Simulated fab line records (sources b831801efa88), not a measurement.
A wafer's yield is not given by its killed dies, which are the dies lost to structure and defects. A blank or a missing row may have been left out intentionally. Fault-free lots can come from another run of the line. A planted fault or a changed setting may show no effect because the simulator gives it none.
fab line records | flow gf180mcu
[record] lots = 6 | wafers = 18 | lastDay = 34
route steps=602 shown CONTACT@304 M1@315
lots with no fault: from the same line, run without faults
startH: hours from the record's opening day to when the first of the lot's shown wafers began | waitH: time in hours since the lot's previous step | " as in the row above | L1.1+2: a single row standing in for several wafers | - no value, or no start was given | * or withheld: withheld | < > ~ a bound
route shown NAME@n: NAME is a module with steps in the file, n the number in the route of the first one | usual: mean/standard deviation of fault-free wafers | same: alike in all rows | chamber/n: place in a boat | sites: each site's reading | _std_site: the standard deviation of these | _edge_site: outer sites' mean less inner sites' | radiusMm: for every site, how far away it sits from the centre of the wafer | mask NAME#n: copy n | behind: the last tool/chamber to shape the wafer | hold: the reason the lot was held/the length of the hold in hours/how it ended | device: the n, p or np transistor that did not switch | end of line: the route-end tests of the same wafers | a step without rows: its recipe alone | killed: count of dies lost to structure and defects at first sort (not the wafer's yield) | map: shows each die of a wafer: x if killed, . if not, _ if none is there
set.NAME: setting as actually run; set.NAME@STEP: the setting as run at that earlier step | model.NAME: the simulator's own value behind a step, which no gauge read
lots at selected steps of the route; one table per step, one row per wafer
services: from which hour (startH, from the record's first day; less than 0 if before it) a tool's chamber was out of use, for how many hours, and why
[[steps]]
[step GF_CONTACT_ETCH_17]
[recipe] chemistry = C4F8/O2/Ar | maskMaterial = KrF | target = SiO2 | stopOn = CoSi2 | sourceW = 1500 | biasW = 1200 | pressureMtorr = 40 | c4f8FlowSccm = withheld | O2_flow_sccm = 6 | Ar_flow_sccm = 300 | timeS = withheld | targetDepthA = 8600
[usual] oesProductAu = 0.814/0.0052
lot.wafer | tool       | chamber | startH | waitH | oesProductAu
L659.3    | rieDiel-04 | 2       | -      | -     | 0.818
L659.5    | "          | 1       | "      | "     | 0.816
L659.6    | "          | 2       | "      | "     | 0.805
L660.1    | rieDiel-03 | 2       | -      | -     | 0.825
L660.3    | "          | 3       | "      | "     | 0.812
L660.4    | "          | 1       | "      | "     | 0.810
L661.2    | rieDiel-02 | 0       | -      | -     | 0.815
L661.3    | "          | 2       | "      | "     | 0.821
L661.5    | "          | 1       | "      | "     | 0.816
L669.1    | rieDiel-03 | 2       | -      | -     | 0.802
L669.2    | "          | 0       | "      | "     | 0.813
L669.4    | "          | 2       | "      | "     | 0.819
L670.1    | rieDiel-02 | 2       | -      | -     | 0.815
L670.3    | "          | 3       | "      | "     | 0.809
L670.6    | "          | 1       | "      | "     | 0.815
L677.1    | rieDiel-03 | 0       | -      | -     | 0.813
L677.3    | "          | 3       | "      | "     | 0.816
L677.5    | "          | 0       | "      | "     | 0.817
[step GF_CONTACT_STRIP_18]
[recipe] chemistry = O2/N2 | powerW = 1400 | pressureMtorr = 1500 | platenTempC = 250 | o2FlowSccm = 3000 | n2FlowSccm = 300 | overashFraction = 0.5
[usual] drypumpMotorCurrentA = 5.90/0.29 | heaterPowerW = 303/23 | n2FlowSccm = 300.1/0.87 | oesProductAu = 0.580/0.0059
lot.wafer | tool           | chamber | startH | waitH | drypumpMotorCurrentA | heaterPowerW | n2FlowSccm | oesProductAu | rfHoursCounterH
L659.3    | plasmaAsher-02 | 1       | 405.22 | -     | 5.50                 | 319          | 299.2      | 0.576        | -
L659.5    | "              | 1       | "      | "     | 5.54                 | 314          | 298.6      | 0.581        | -
L659.6    | "              | 0       | "      | "     | 6.11                 | 277          | 299.4      | 0.585        | -
L660.1    | plasmaAsher-01 | 1       | 425.07 | -     | 6.34                 | 335          | 300.1      | 0.568        | 67
L660.3    | "              | 0       | "      | "     | 5.53                 | 336          | 300.4      | 0.584        | -
L660.4    | "              | 1       | "      | "     | 6.36                 | 333          | 300.0      | 0.578        | -
L661.2    | plasmaAsher-03 | 0       | 426.69 | -     | 5.97                 | 310          | 299.1      | 0.589        | 76
L661.3    | "              | 0       | "      | "     | 5.91                 | 308          | 299.5      | 0.569        | -
L661.5    | "              | 0       | "      | "     | 5.93                 | 314          | 299.8      | 0.575        | -
L669.1    | plasmaAsher-03 | 0       | 500.57 | -     | 5.98                 | 318          | 299.4      | 0.593        | 83
L669.2    | "              | 1       | "      | "     | 5.99                 | 275          | 300.0      | 0.585        | 83
L669.4    | "              | 1       | "      | "     | 5.98                 | 279          | 302.3      | 0.575        | -
L670.1    | plasmaAsher-02 | 0       | 515.44 | -     | 6.14                 | 282          | 298.4      | 0.586        | 9
L670.3    | "              | 1       | "      | "     | 5.51                 | 301          | 301.2      | 0.585        | -
L670.6    | "              | 0       | "      | "     | 6.12                 | 281          | 298.5      | 0.569        | -
L677.1    | plasmaAsher-03 | 0       | 559.74 | -     | 5.96                 | 307          | 300.0      | 0.587        | 89
L677.3    | "              | 1       | "      | "     | 6.00                 | 278          | 300.5      | 0.571        | -
L677.5    | "              | 0       | "      | "     | 5.95                 | 309          | 301.5      | 0.584        | -
[step GF_CONTACT_CLEAN_19]
[recipe] chemistry = SPM
[step GF_CONTACT_CLEAN_20]
[recipe] chemistry = DIW
[step GF_CONTACT_CLEAN_21]
[recipe] chemistry = dHF | timeS = 20 | dilution = 100:1 | dry = ipaMarangoni
[step GF_CONTACT_SPUTTER_22]
[recipe] material = Ti | targetThkNm = 15 | chamberPressurePa = 5 | powerW = 2500 | substrateTempC = 200 | timeS = 80.02
[step GF_CONTACT_SPUTTER_23]
[recipe] material = TiN | targetThkNm = 10 | chamberPressurePa = 5 | powerW = 4000 | timeS = 40
[usual] cathodeDcPowerW = 4000.0/0.64 | chamberPressurePa = 4.999/0.0096 | throttleValvePct = 29.9/1.1
lot.wafer | tool          | chamber | startH | waitH | cathodeDcPowerW | chamberPressurePa | throttleValvePct
L659.3    | pvdSputter-04 | -       | 405.55 | 0.0   | 3999.8          | 4.999             | 29.9
L659.5    | "             | -       | "      | "     | 4000.5          | 4.986             | 29.0
L659.6    | "             | -       | "      | "     | 3999.3          | 4.978             | 30.0
L660.1    | pvdSputter-02 | -       | 425.44 | 0.0   | 4001.1          | 5.002             | 30.4
L660.3    | "             | -       | "      | "     | 3999.3          | 4.995             | 31.5
L660.4    | "             | -       | "      | "     | 3999.7          | 5.003             | 31.2
L661.2    | pvdSputter-02 | -       | 427.05 | 0.0   | 3999.7          | 4.972             | 28.4
L661.3    | "             | -       | "      | "     | 3999.5          | 5.006             | 31.2
L661.5    | "             | -       | "      | "     | 3999.3          | 4.983             | 30.4
L669.1    | pvdSputter-01 | -       | 500.94 | 0.0   | 3999.5          | 5.011             | 28.0
L669.2    | "             | -       | "      | "     | 3999.9          | 5.007             | 30.3
L669.4    | "             | -       | "      | "     | 3999.9          | 4.989             | 29.1
L670.1    | pvdSputter-01 | -       | 515.80 | 0.0   | 3999.8          | 5.002             | 29.9
L670.3    | "             | -       | "      | "     | 3999.4          | 5.007             | 29.3
L670.6    | "             | -       | "      | "     | 4000.3          | 4.988             | 30.1
L677.1    | pvdSputter-04 | -       | 560.09 | 0.0   | 4000.3          | 5.009             | 29.0
L677.3    | "             | -       | "      | "     | 4000.0          | 4.997             | 29.8
L677.5    | "             | -       | "      | "     | 4000.6          | 5.018             | 29.1
[step GF_CONTACT_CVD_24]
[recipe] material = W | targetThkNm = 300 | timeS = 90.339 | tempC = 400 | pressureTorr = 40
[step GF_CONTACT_RS_MEAS_25]
[recipe] thkMeasGauge = four-point-probe | reads = W_of_CONTACT_CVD_24+TiN_of_CONTACT_SPUTTER_23+Ti_of_CONTACT_SPUTTER_22
[usual] CONTACT_W_RS = 0.382/0.0046
lot.wafer | tool         | chamber | startH | waitH | CONTACT_W_RS[ohm/sq]
L659.3    | filmMetro-04 | -       | 405.73 | 0.1   | 0.371
L659.5    | "            | -       | "      | "     | 0.373
L659.6    | "            | -       | "      | "     | 0.383
L660.1    | filmMetro-01 | -       | 425.57 | 0.1   | 0.389
L660.3    | "            | -       | "      | "     | 0.387
L660.4    | "            | -       | "      | "     | 0.380
L661.2    | filmMetro-04 | -       | 427.21 | 0.1   | 0.381
L661.3    | "            | -       | "      | "     | 0.384
L661.5    | "            | -       | "      | "     | 0.382
L669.1    | filmMetro-04 | -       | 501.08 | 0.1   | 0.380
L669.2    | "            | -       | "      | "     | 0.387
L669.4    | "            | -       | "      | "     | 0.384
L670.1    | filmMetro-02 | -       | 515.94 | 0.1   | 0.389
L670.3    | "            | -       | "      | "     | 0.386
L670.6    | "            | -       | "      | "     | 0.385
L677.1    | filmMetro-02 | -       | 560.23 | 0.1   | 0.385
L677.3    | "            | -       | "      | "     | 0.387
L677.5    | "            | -       | "      | "     | 0.379
[step GF_CONTACT_THK_MEAS_26]
[recipe] thkMeasGauge = xrf | reads = W_of_CONTACT_CVD_24
[usual] CONTACT_W_THK = 284/3.9
lot.wafer | tool         | chamber | startH | waitH | CONTACT_W_THK[nm]
L659.3    | filmMetro-04 | -       | 405.83 | 0.1   | 295
L659.5    | "            | -       | "      | "     | 292
L659.6    | "            | -       | "      | "     | 286
L660.1    | filmMetro-01 | -       | 425.69 | 0.1   | 280
L660.3    | "            | -       | "      | "     | 280
L660.4    | "            | -       | "      | "     | 287
L661.2    | filmMetro-04 | -       | 427.32 | 0.1   | 282
L661.3    | "            | -       | "      | "     | 281
L661.5    | "            | -       | "      | "     | 282
L669.1    | filmMetro-04 | -       | 501.20 | 0.1   | 286
L669.2    | "            | -       | "      | "     | 282
L669.4    | "            | -       | "      | "     | 282
L670.1    | filmMetro-02 | -       | 516.06 | 0.1   | 278
L670.3    | "            | -       | "      | "     | 281
L670.6    | "            | -       | "      | "     | 282
L677.1    | filmMetro-02 | -       | 560.35 | 0.1   | 284
L677.3    | "            | -       | "      | "     | 282
L677.5    | "            | -       | "      | "     | 286
[step GF_CONTACT_CMP_27]
[recipe] stopOn = SiO2 | downForcePsi = 3.5 | platenRpm = 60 | tOverpolishS = 15 | targetThkNm = 0 | padVelocityMS = 0.94248
[step GF_M1_SPUTTER_00]
[recipe] material = Ti | targetThkNm = 37.5 | arrivingIonEnergyEv = 80 | substrateTempC = 200 | chamberPressurePa = 2 | powerW = 4000 | timeS = 150
[usual] cathodeDcPowerW = 4000.0/0.77 | chamberPressurePa = 2.000/0.0042 | throttleValvePct = 30.1/1.1
lot.wafer | tool          | chamber | startH | waitH | cathodeDcPowerW | chamberPressurePa | throttleValvePct
L659.3    | pvdSputter-01 | -       | 406.28 | 0.2   | 3998.5          | 1.999             | 30.1
L659.5    | "             | -       | "      | "     | 3999.8          | 2.003             | 27.9
L659.6    | "             | -       | "      | "     | 4000.6          | 1.997             | 30.0
L660.1    | pvdSputter-01 | -       | 426.05 | 0.1   | 3999.6          | 2.014             | 30.2
L660.3    | "             | -       | "      | "     | 3999.5          | 2.000             | 30.0
L660.4    | "             | -       | "      | "     | 3998.6          | 1.999             | 28.4
L661.2    | pvdSputter-03 | -       | 427.67 | 0.2   | 3999.6          | 1.996             | 31.4
L661.3    | "             | -       | "      | "     | 4000.0          | 2.009             | 30.9
L661.5    | "             | -       | "      | "     | 4000.3          | 1.998             | 31.6
L669.1    | pvdSputter-02 | -       | 501.56 | 0.2   | 3999.5          | 1.996             | 30.4
L669.2    | "             | -       | "      | "     | 3999.4          | 1.993             | 28.2
L669.4    | "             | -       | "      | "     | 3999.9          | 1.995             | 31.2
L670.1    | pvdSputter-03 | -       | 516.55 | 0.1   | 3998.5          | 1.999             | 30.8
L670.3    | "             | -       | "      | "     | 4000.2          | 2.001             | 30.2
L670.6    | "             | -       | "      | "     | 4000.4          | 1.998             | 31.6
L677.1    | pvdSputter-01 | -       | 561.61 | 0.2   | 3999.9          | 1.995             | 29.9
L677.3    | "             | -       | "      | "     | 4000.1          | 2.008             | 29.8
L677.5    | "             | -       | "      | "     | 3998.4          | 1.999             | 29.8
[step GF_M1_SPUTTER_01]
[recipe] material = TiN | targetThkNm = 30 | powerW = 6500 | timeS = 25 | chamberPressurePa = 0.4
[usual] cathodeDcPowerW = 6500.1/1.3 | chamberPressurePa = 0.3999/0.00074 | throttleValvePct = 30.1/1
lot.wafer | tool          | chamber | startH | waitH | cathodeDcPowerW | chamberPressurePa | throttleValvePct
L659.3    | pvdSputter-01 | -       | 406.38 | 0.1   | 6499.2          | 0.3984            | 30.1
L659.5    | "             | -       | "      | "     | 6501.2          | 0.3992            | 28.4
L659.6    | "             | -       | "      | "     | 6500.3          | 0.3991            | 30.3
L660.1    | pvdSputter-01 | -       | 426.15 | 0.1   | -               | -                 | -
L660.3    | "             | -       | "      | "     | -               | -                 | -
L660.4    | "             | -       | "      | "     | -               | -                 | -
L661.2    | pvdSputter-03 | -       | 427.77 | 0.1   | -               | -                 | -
L661.3    | "             | -       | "      | "     | -               | -                 | -
L661.5    | "             | -       | "      | "     | -               | -                 | -
L669.1    | pvdSputter-02 | -       | 501.66 | 0.1   | 6499.1          | 0.4012            | 30.5
L669.2    | "             | -       | "      | "     | 6499.2          | 0.4011            | 28.5
L669.4    | "             | -       | "      | "     | 6500.9          | 0.3988            | 31.4
L670.1    | pvdSputter-03 | -       | 516.65 | 0.1   | 6501.1          | 0.4005            | 31.1
L670.3    | "             | -       | "      | "     | 6499.0          | 0.4010            | 30.2
L670.6    | "             | -       | "      | "     | 6500.8          | 0.4004            | 31.5
L677.1    | pvdSputter-01 | -       | 561.71 | 0.1   | 6501.9          | 0.4003            | 30.1
L677.3    | "             | -       | "      | "     | 6500.1          | 0.3995            | 29.9
L677.5    | "             | -       | "      | "     | 6502.0          | 0.3993            | 30.0
[step GF_M1_SPUTTER_02]
[recipe] material = AlCu | targetThkNm = 450 | powerW = 10600 | timeS = 23.9 | chamberPressurePa = 0.4
[step GF_M1_SPUTTER_03]
[recipe] material = Ti | targetThkNm = 10 | substrateTempC = 300 | chamberPressurePa = 0.3 | powerW = 3000 | timeS = 6.7
[step GF_M1_SPUTTER_04]
[recipe] material = TiN | targetThkNm = 50 | powerW = 6500 | timeS = 41.7 | chamberPressurePa = 0.4
[step GF_M1_DEHYDRATE_07]
[recipe] tempC = 200 | timeS = 60
[step GF_M1_HMDS_08]
[recipe] primeTimeS = 60 | primeTempC = 120
[step GF_M1_COAT_09]
[recipe] resist = KrF | spinRpm = withheld | resistThkNm = 1000
[step GF_M1_SOFTBAKE_10]
[recipe] tempC = 130 | timeS = 60 | resist = KrF
[step GF_M1_EXPOSE_11]
[recipe] maskId = Metal1 | targetCdNm = 230 | na = 0.68 | sourceShape = conventional | sigmaOuter = 0.6 | doseMj = 28
[step GF_M1_PEB_12]
[recipe] pebTempC = 135 | pebTimeS = 90 | resist = KrF
[step GF_M1_DEVELOP_13]
[recipe] developTimeS = 60 | devTempC = 21
[step GF_M1_CD_MEAS_14]
[recipe] targetCdNm = 230
[usual] cdNm = 230.3/1.2
lot.wafer | tool     | chamber | startH | waitH | cdNm
L659.3    | cdSem-01 | -       | 430.64 | 0.1   | 230.3
L659.5    | "        | -       | "      | "     | 229.8
L659.6    | "        | -       | "      | "     | 229.7
L660.1    | cdSem-01 | -       | 450.87 | 0.1   | 229.7
L660.3    | "        | -       | "      | "     | 229.3
L660.4    | "        | -       | "      | "     | 228.6
L661.2    | cdSem-01 | -       | 452.27 | 0.1   | 230.3
L661.3    | "        | -       | "      | "     | 230.3
L661.5    | "        | -       | "      | "     | 229.4
L669.1    | cdSem-02 | -       | 525.17 | 0.1   | 231.6
L669.2    | "        | -       | "      | "     | 230.5
L669.4    | "        | -       | "      | "     | 231.0
L670.1    | cdSem-02 | -       | 539.37 | 0.1   | 230.3
L670.3    | "        | -       | "      | "     | 230.0
L670.6    | "        | -       | "      | "     | 229.6
L677.1    | cdSem-01 | -       | 583.25 | 0.1   | 228.8
L677.3    | "        | -       | "      | "     | 229.5
L677.5    | "        | -       | "      | "     | 229.8
[step GF_M1_OVL_MEAS_15]
[usual] M1_OVL = 3/4.6
lot.wafer | tool       | chamber | startH | waitH | M1_OVL[nm]
L659.3    | overlay-01 | -       | 430.74 | 0.1   | 5
L659.5    | "          | -       | "      | "     | 8
L659.6    | "          | -       | "      | "     | -2
L660.1    | overlay-01 | -       | 450.99 | 0.1   | 7
L660.3    | "          | -       | "      | "     | 9
L660.4    | "          | -       | "      | "     | 4
L661.2    | overlay-01 | -       | 452.38 | 0.1   | 2
L661.3    | "          | -       | "      | "     | 8
L661.5    | "          | -       | "      | "     | 1
L669.1    | overlay-01 | -       | 525.29 | 0.1   | -3
L669.2    | "          | -       | "      | "     | 6
L669.4    | "          | -       | "      | "     | 11
L670.1    | overlay-01 | -       | 539.49 | 0.1   | 6
L670.3    | "          | -       | "      | "     | 9
L670.6    | "          | -       | "      | "     | 6
L677.1    | overlay-01 | -       | 583.37 | 0.1   | -2
L677.3    | "          | -       | "      | "     | 8
L677.5    | "          | -       | "      | "     | 2
[step GF_M1_METAL_ETCH_16]
[recipe] chemistry = Cl2/BCl3 | maskMaterial = KrF | targetDepthNm = 627.5 | stopOn = SiO2 | pressureMtorr = 8 | icpW = 800 | biasW = 140 | Cl2_flow_sccm = 80 | bcl3FlowSccm = 40 | timeS = 104.6
[usual] drypumpMotorCurrentA = 5.8/0.44 | heBacksideLeakSccm = 3.4/0.34 | mfcCl2Sccm = 79.98/0.24 | oesProductAu = 0.973/0.008 | throttleValvePct = 28.250/0.011
lot.wafer | tool        | chamber | startH | waitH | drypumpMotorCurrentA | heBacksideLeakSccm | mfcCl2Sccm | oesProductAu | rfHoursCounterH | throttleValvePct
L659.3    | rieMetal-01 | 0       | 430.80 | 0.1   | 6.3                  | 3.1                | 79.90      | 0.976        | -               | 28.246
L659.5    | "           | 0       | "      | "     | 6.3                  | 3.1                | 79.71      | 0.958        | -               | 28.250
L659.6    | "           | 1       | "      | "     | 5.6                  | 3.2                | 80.16      | 0.972        | -               | 28.261
L660.1    | rieMetal-03 | 1       | 451.03 | 0.0   | 5.2                  | 3.6                | 80.19      | 0.944        | 3               | 28.296
L660.3    | "           | 1       | "      | "     | 5.2                  | 3.8                | 80.03      | 0.939        | -               | 28.271
L660.4    | "           | 0       | "      | "     | 5.7                  | 3.3                | 79.90      | 0.946        | -               | 28.289
L661.2    | rieMetal-01 | 1       | 452.41 | 0.0   | 5.5                  | 3.1                | 80.39      | 0.957        | 9               | 28.265
L661.3    | "           | 0       | "      | "     | 6.3                  | 3.1                | 80.25      | 0.946        | -               | 28.272
L661.5    | "           | 1       | "      | "     | 5.6                  | 3.1                | 80.40      | 0.944        | -               | 28.271
L669.1    | rieMetal-04 | 1       | 525.32 | 0.0   | 6.5                  | 3.4                | 79.56      | 0.963        | 8               | 28.264
L669.2    | "           | 0       | "      | "     | 5.6                  | 3.6                | 79.86      | 0.967        | 0               | 28.265
L669.4    | "           | 0       | "      | "     | 5.6                  | 3.6                | 79.94      | 0.955        | -               | 28.276
L670.1    | rieMetal-04 | 1       | 539.53 | 0.0   | 6.5                  | 3.3                | 79.68      | 0.968        | 8               | 28.256
L670.3    | "           | 0       | "      | "     | 5.6                  | 3.5                | 79.68      | 0.976        | -               | 28.255
L670.6    | "           | 0       | "      | "     | 5.6                  | 3.5                | 79.80      | 0.969        | -               | 28.251
L677.1    | rieMetal-01 | 0       | 583.41 | 0.0   | 6.3                  | 3.2                | 79.59      | 0.977        | 12              | 28.220
L677.3    | "           | 1       | "      | "     | 5.5                  | 3.3                | 79.68      | 0.974        | -               | 28.239
L677.5    | "           | 0       | "      | "     | 6.3                  | 3.2                | 79.52      | 0.979        | -               | 28.246
[step GF_M1_STRIP_17]
[recipe] chemistry = O2/N2 | powerW = 1400 | pressureMtorr = 1500 | platenTempC = 250 | o2FlowSccm = 3000 | n2FlowSccm = 300 | overashFraction = 0.5
[usual] drypumpMotorCurrentA = 5.7/0.43 | heaterPowerW = 309/35 | n2FlowSccm = 300.0/0.88 | oesProductAu = 0.558/0.0049 | stripTimeToEndpointS = 7.89/0.066
lot.wafer | tool           | chamber | startH | waitH | drypumpMotorCurrentA | heaterPowerW | n2FlowSccm | oesProductAu | rfHoursCounterH | stripTimeToEndpointS
L659.3    | plasmaAsher-04 | 1       | 430.91 | 0.1   | 5.1                  | 253          | 301.9      | 0.547        | -               | 7.82
L659.5    | "              | 1       | "      | "     | 5.1                  | 250          | 300.6      | 0.557        | -               | 7.90
L659.6    | "              | 0       | "      | "     | 5.7                  | 340          | 299.7      | 0.559        | -               | 7.82
L660.1    | plasmaAsher-04 | 0       | 451.14 | 0.1   | 5.7                  | 350          | 300.7      | 0.562        | 34              | 7.97
L660.3    | "              | 0       | "      | "     | 5.7                  | 338          | 299.6      | 0.569        | -               | 7.92
L660.4    | "              | 1       | "      | "     | 5.1                  | 253          | 300.0      | 0.555        | -               | 7.86
L661.2    | plasmaAsher-04 | 1       | 452.52 | 0.1   | 5.1                  | 246          | 300.1      | 0.556        | 34              | 7.78
L661.3    | "              | 0       | "      | "     | 5.7                  | 345          | 299.9      | 0.550        | -               | 7.76
L661.5    | "              | 1       | "      | "     | 5.1                  | 248          | 299.9      | 0.552        | -               | 7.76
L669.1    | plasmaAsher-04 | 1       | 525.44 | 0.1   | 5.1                  | 251          | 298.7      | 0.569        | 42              | 8.00
L669.2    | "              | 0       | "      | "     | 5.7                  | 339          | 299.1      | 0.560        | 42              | 7.85
L669.4    | "              | 0       | "      | "     | 5.7                  | 342          | 301.4      | 0.558        | -               | 7.90
L670.1    | plasmaAsher-01 | 1       | 539.64 | 0.1   | 6.3                  | 344          | 300.2      | 0.559        | 79              | 7.96
L670.3    | "              | 0       | "      | "     | 5.5                  | 320          | 301.6      | 0.554        | -               | 7.91
L670.6    | "              | 0       | "      | "     | 5.5                  | 333          | 301.8      | 0.555        | -               | 7.88
L677.1    | plasmaAsher-04 | 1       | 583.52 | 0.1   | 5.1                  | 251          | 300.8      | 0.557        | 48              | 7.87
L677.3    | "              | 0       | "      | "     | 5.7                  | 347          | 300.9      | 0.552        | -               | 7.82
L677.5    | "              | 1       | "      | "     | 5.1                  | 253          | 299.5      | 0.553        | -               | 7.86
[[services]]
tool           | chamber | startH | hours | kind
pvdSputter-02  | -       | 394.83 | 5.3   | repair
rieDiel-02     | 3       | 403.34 | 2.9   | repair
rieMetal-04    | 0       | 408.85 | 7.4   | repair
pvdSputter-02  | -       | 413.61 | 9.9   | repair
rieDiel-02     | -       | 414.65 | 2.8   | pm
plasmaAsher-02 | -       | 421.26 | 9.0   | pm
pvdSputter-02  | 1       | 432.51 | -     | consumableReplace:kit
pvdSputter-02  | 1       | 432.51 | 18.0  | scheduledDown
plasmaAsher-04 | -       | 446.79 | 2.8   | pm
pvdSputter-03  | -       | 450.83 | 15.0  | repair
pvdSputter-01  | 0       | 462.09 | -     | consumableReplace:kit
pvdSputter-01  | 0       | 462.09 | 18.0  | scheduledDown
pvdSputter-01  | 0       | 462.09 | 18.0  | ventCycle
rieDiel-04     | 3       | 469.21 | 10.2  | repair
pvdSputter-02  | -       | 479.81 | 1.1   | repair
rieDiel-03     | 3       | 479.83 | 30.1  | repair
plasmaAsher-03 | -       | 485.96 | 0.4   | repair
rieMetal-03    | 1       | 508.46 | 14.7  | repair
rieDiel-03     | 2       | 521.76 | 3.1   | repair
rieDiel-03     | 2       | 528.34 | 2.1   | repair
rieMetal-01    | 1       | 535.80 | 6.1   | repair
rieDiel-04     | 0       | 546.44 | 2.9   | repair
rieDiel-03     | 2       | 551.29 | 23.3  | repair
pvdSputter-01  | -       | 569.74 | 3.5   | repair
[[key]]
[firstSign] step = GF_M1_SPUTTER_01 | reading = toolRecord | direction = missing
[effect] step = GF_M1_METAL_ETCH_16 | reading = oesProductAu | direction = down | sigmas = 3.4 | usual = 0.973 | struck = 0.946
metAt GF_M1_SPUTTER_01
struckWafers L660.1,L660.3,L660.4,L661.2,L661.3,L661.5
laterRowsLeftOut L660.1,L660.3,L660.4,L661.2,L661.3,L661.5
sortLeftOut L660.1,L660.3,L660.4,L661.2,L661.3,L661.5
onsetBetween 406.38 426.15
[fault] kind = skippedStepWhole | tool = pvdSputter-01,pvdSputter-03 | chamber = - | onsetH = 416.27 | steps = GF_M1_SPUTTER_01 | scope = struckLotsOnly
// sortLeftOut: the simulated sort isn't trusted on such a fault, so these wafers' sort isn't shown, and their yield isn't known
// laterRowsLeftOut: the simulator's readings of these wafers behind a module that went badly wrong aren't trusted and aren't shown, but for the sort
